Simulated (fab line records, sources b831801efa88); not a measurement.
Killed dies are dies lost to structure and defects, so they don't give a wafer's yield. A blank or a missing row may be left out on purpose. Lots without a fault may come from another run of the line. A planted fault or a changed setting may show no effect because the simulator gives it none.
Which tool did it? | flow gf180mcu | 12 lots, 36 wafers sampled, at 3 steps of a route of 602

WHAT THE GAUGES READ, wafer by wafer
GF_HV_LDD_RS_MEAS_53: measures by four-point-probe.
lot  | measured     | on            | HV_LDD_RS (ohm/sq)
L310 | day 12 21:17 | film_metro-04 | 418.9 418.1 418.0
L312 | day 13 11:34 | film_metro-04 | 418.7 418.3 418.6
L313 | day 13 17:04 | film_metro-02 | 416.1 415.8 416.3
L314 | day 13 21:06 | film_metro-02 | 417.5 417.4 417.4
L315 | day 13 23:24 | film_metro-02 | 417.4 417.1 417.9
L318 | day 15 03:45 | film_metro-01 | 418.6 418.2 419.3
L319 | day 15 21:41 | film_metro-01 | 419.5 419.1 420.3
L323 | day 17 00:52 | film_metro-04 | 421.1 421.4 420.9
L324 | day 17 06:36 | film_metro-02 | 417.3 417.6 418.5
L325 | day 17 09:22 | film_metro-01 | 423.7 423.9 423.7
L331 | day 19 13:06 | film_metro-02 | 417.5 418.3 418.0
L332 | day 19 21:31 | film_metro-01 | 419.5 419.2 418.3

WHICH TOOL RAN EACH LOT (tool, then ch and the chambers of the sampled wafers, then the start)
lot  | GF_HV_LDD_STRIP_22                   | GF_HV_LDD_IMPLANT_35
L310 | plasma_asher-03 ch 0,1, day 11 05:40 | implanter-03 ch 0, day 12 00:32
L312 | plasma_asher-03 ch 0,1, day 11 18:53 | implanter-01 ch 0, day 12 14:52
L313 | plasma_asher-03 ch 0,1, day 11 23:42 | implanter-01 ch 0, day 12 20:00
L314 | plasma_asher-01 ch 0,1, day 12 04:06 | implanter-04 ch 0, day 13 00:06
L315 | plasma_asher-01 ch 0,1, day 12 06:25 | implanter-03 ch 0, day 13 02:20
L318 | plasma_asher-04 ch 0,1, day 13 09:38 | implanter-04 ch 0, day 14 05:48
L319 | plasma_asher-04 ch 0,1, day 14 02:44 | implanter-01 ch 0, day 14 23:44
L323 | plasma_asher-01 ch 0,1, day 15 03:50 | implanter-03 ch 0, day 16 02:03
L324 | plasma_asher-04 ch 0,1, day 15 08:28 | implanter-01 ch 0, day 16 06:59
L325 | plasma_asher-03 ch 1, day 15 11:26   | implanter-03 ch 0, day 16 09:10
L331 | plasma_asher-01 ch 0,1, day 17 11:38 | implanter-01 ch 0, day 18 11:59
L332 | plasma_asher-01 ch 0,1, day 17 19:35 | implanter-01 ch 0, day 18 20:04
- GF_HV_LDD_STRIP_22: strips in O2/N2.
- GF_HV_LDD_IMPLANT_35

WHAT THE TOOLS THEMSELVES READ (means of the sampled wafers that have a number; where no wafer has one, the mark that the record gives instead)
GF_HV_LDD_STRIP_22.
lot  | tool            | drypump_motor_current_A (A) | heater_power_w (W) | oes_product_au (a.u.) | strip_time_to_endpoint_s (s)
L310 | plasma_asher-03 | 6.0                         | 319                | 0.719                 | 12.58
L312 | plasma_asher-03 | 6.0                         | 316                | 0.719                 | 12.69
L313 | plasma_asher-03 | 6.0                         | 316                | 0.715                 | 12.57
L314 | plasma_asher-01 | 5.8                         | 349                | 0.717                 | 12.61
L315 | plasma_asher-01 | 5.8                         | 350                | 0.714                 | 12.66
L318 | plasma_asher-04 | 6.1                         | 331                | 0.718                 | 12.62
L319 | plasma_asher-04 | 5.8                         | 339                | 0.717                 | 12.58
L323 | plasma_asher-01 | 5.8                         | 352                | 0.717                 | 12.62
L324 | plasma_asher-04 | 5.8                         | 336                | 0.714                 | 12.62
L325 | plasma_asher-03 | 5.5                         | 326                | 0.722                 | 12.58
L331 | plasma_asher-01 | 5.8                         | 347                | 0.714                 | 12.71
L332 | plasma_asher-01 | 5.4                         | 367                | 0.712                 | 12.63

GF_HV_LDD_IMPLANT_35.
lot  | tool         | dose_ions_cm2 | faraday_current_uA
L310 | implanter-03 | 7.485e+12     | 43.0
L312 | implanter-01 | 7.499e+12     | 42.5
L313 | implanter-01 | 7.503e+12     | 43.1
L314 | implanter-04 | 7.510e+12     | 42.1
L315 | implanter-03 | 7.508e+12     | 42.4
L318 | implanter-04 | 7.493e+12     | 41.7
L319 | implanter-01 | 7.511e+12     | 42.1
L323 | implanter-03 | 5.651e+12     | 31.6
L324 | implanter-01 | 7.499e+12     | 42.3
L325 | implanter-03 | 5.658e+12     | 32.4
L331 | implanter-01 | 7.502e+12     | 42.3
L332 | implanter-01 | 7.501e+12     | 42.4

THE ANSWER, worked out from the rows above alone
Rule: what is usual is taken from the lots themselves. Put in order of their means at a reading, lots are off if they are a third of the lots or fewer, leave a main group of 4 or more, and stand apart from it by a gap of 3 or more times the standard deviation of the main group's means; of several such gaps the widest counts. A main group whose means are all the same, to the digits that the tables above print for the reading, isn't used. A lot without any number at a reading at which 4 lots or more have one is off too. The other lots that the step has rows for count as sound. The gauges are gone through in route order, then the tools' own readings, and for those a lot's mean is taken as printed above. The first step at which some lot is off is used, and at that step the reading that is off furthest; a lot without a number counts as furthest.
Off: L323, L325, at GF_HV_LDD_IMPLANT_35 (dose_ions_cm2). The main group: mean 7.501e+12, standard deviation 7.5e+09.
A tool fits if, at that step or a process step before it, it ran every lot that is off, and no sound lot after the first of them. One fits: implanter-03 at GF_HV_LDD_IMPLANT_35. Its last sound lot is L315 (day 13 02:20), its first lot that is off L323 (day 16 02:03): a fault that began between those two fits.
The tool's own readings at GF_HV_LDD_IMPLANT_35 bear it out: on the lots that are off they differ by more than 5 times the standard deviation of the sound lots' means. dose_ions_cm2 reads 5.654e+12 there against 7.501e+12 on the sound lots; faraday_current_uA reads 32.0 there against 42.4 on the sound lots.

WHAT THE SIMULATOR HAD PUT IN
Process parameter drift: implanter-03, from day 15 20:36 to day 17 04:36, at GF_HV_LDD_IMPLANT_35. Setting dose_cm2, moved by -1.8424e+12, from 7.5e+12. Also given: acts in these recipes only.
Lots struck among those shown: L323, L325. The rule above found the same.
